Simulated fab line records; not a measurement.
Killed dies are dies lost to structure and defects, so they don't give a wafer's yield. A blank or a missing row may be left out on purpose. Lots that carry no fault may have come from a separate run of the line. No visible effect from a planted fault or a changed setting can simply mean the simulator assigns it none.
Which tool is to blame? / flow gf180mcu / 33 wafers from 11 lots sampled at 3 of the route's 602 steps

## WHAT THE GAUGES READ, wafer by wafer
GF_PSD_TW_MEAS_11.
lot=L835; measured=day 14 00:43; on=film metro-04; PSD_TW=3168 3164 3155
lot=L836; measured=day 14 14:50; on=film metro-04; PSD_TW=3179 3160 3148
lot=L837; measured=day 14 23:09; on=film metro-01; PSD_TW=3187 3180 3179
lot=L839; measured=day 15 16:47; on=film metro-04; PSD_TW=3152 3158 3171
lot=L840; measured=day 15 22:01; on=film metro-04; PSD_TW=3160 3168 3177
lot=L841; measured=day 16 01:53; on=film metro-03; PSD_TW=3215 3223 3206
lot=L843; measured=day 16 23:06; on=film metro-04; PSD_TW=3161 3147 3135
lot=L844; measured=day 17 05:55; on=film metro-01; PSD_TW=3181 3162 3166
lot=L847; measured=day 18 10:54; on=film metro-01; PSD_TW=3172 3150 3142
lot=L855; measured=day 21 01:39; on=film metro-04; PSD_TW=3015 3027 3024
lot=L857; measured=day 21 23:37; on=film metro-01; PSD_TW=2990 2996 2981

## WHAT TOOL EACH LOT RAN ON (gives the tool, then ch and the chambers of the sampled wafers, and finally the start)
lot=L835; GF_PSD_IMPLANT_09=implanter-03 ch 0, day 14 00:31; GF_PSD_STRIP_10=plasma asher-01 ch 0,1, day 14 00:38
lot=L836; GF_PSD_IMPLANT_09=implanter-03 ch 0, day 14 14:38; GF_PSD_STRIP_10=plasma asher-04 ch 0,1, day 14 14:44
lot=L837; GF_PSD_IMPLANT_09=implanter-03 ch 0, day 14 22:55; GF_PSD_STRIP_10=plasma asher-01 ch 0,1, day 14 23:02
lot=L839; GF_PSD_IMPLANT_09=implanter-02 ch 0, day 15 16:32; GF_PSD_STRIP_10=plasma asher-02 ch 0,1, day 15 16:41
lot=L840; GF_PSD_IMPLANT_09=implanter-01 ch 0, day 15 21:47; GF_PSD_STRIP_10=plasma asher-01 ch 1, day 15 21:55
lot=L841; GF_PSD_IMPLANT_09=implanter-01 ch 0, day 16 01:38; GF_PSD_STRIP_10=plasma asher-01 ch 0,1, day 16 01:47
lot=L843; GF_PSD_IMPLANT_09=implanter-02 ch 0, day 16 22:52; GF_PSD_STRIP_10=plasma asher-01 ch 0,1, day 16 22:59
lot=L844; GF_PSD_IMPLANT_09=implanter-01 ch 0, day 17 05:40; GF_PSD_STRIP_10=plasma asher-02 ch 0,1, day 17 05:49
lot=L847; GF_PSD_IMPLANT_09=implanter-02 ch 0, day 18 10:39; GF_PSD_STRIP_10=plasma asher-02 ch 0,1, day 18 10:48
lot=L855; GF_PSD_IMPLANT_09=implanter-03 ch 0, day 21 01:24; GF_PSD_STRIP_10=plasma asher-02 ch 0,1, day 21 01:33
lot=L857; GF_PSD_IMPLANT_09=implanter-03 ch 0, day 21 23:22; GF_PSD_STRIP_10=plasma asher-02 ch 0,1, day 21 23:30
- GF_PSD_IMPLANT_09
- GF_PSD_STRIP_10: strips in O2/N2.

## THE ANSWER, worked out from the rows above alone
Rule: usual is defined by the lots themselves. Put in order of their means at a reading, lots are off if they are a third of the lots or fewer, leave a main group of 4 or more, and stand apart from it by a gap of 3 or more times the standard deviation of the main group's means; of several such gaps the widest counts. A main group whose means are all the same, to the digits that the tables above print for the reading, isn't used. Also off: a lot with no number at a reading for which 4 or more lots have one. Any other lot the step has rows for is counted as sound.
Off: L855, L857, at GF_PSD_TW_MEAS_11 (PSD_TW). Main group: mean 3169, sd 18.
A tool fits if, at a process step before that reading, it ran every lot that is off, and no sound lot after the first of them. The gauges at GF_PSD_TW_MEAS_11 are tried like those tools. This does not decide it: 2 tools fit, namely implanter-03 at GF_PSD_IMPLANT_09 and plasma asher-02 at GF_PSD_STRIP_10.

## WHAT THE SIMULATOR HAD INSERTED
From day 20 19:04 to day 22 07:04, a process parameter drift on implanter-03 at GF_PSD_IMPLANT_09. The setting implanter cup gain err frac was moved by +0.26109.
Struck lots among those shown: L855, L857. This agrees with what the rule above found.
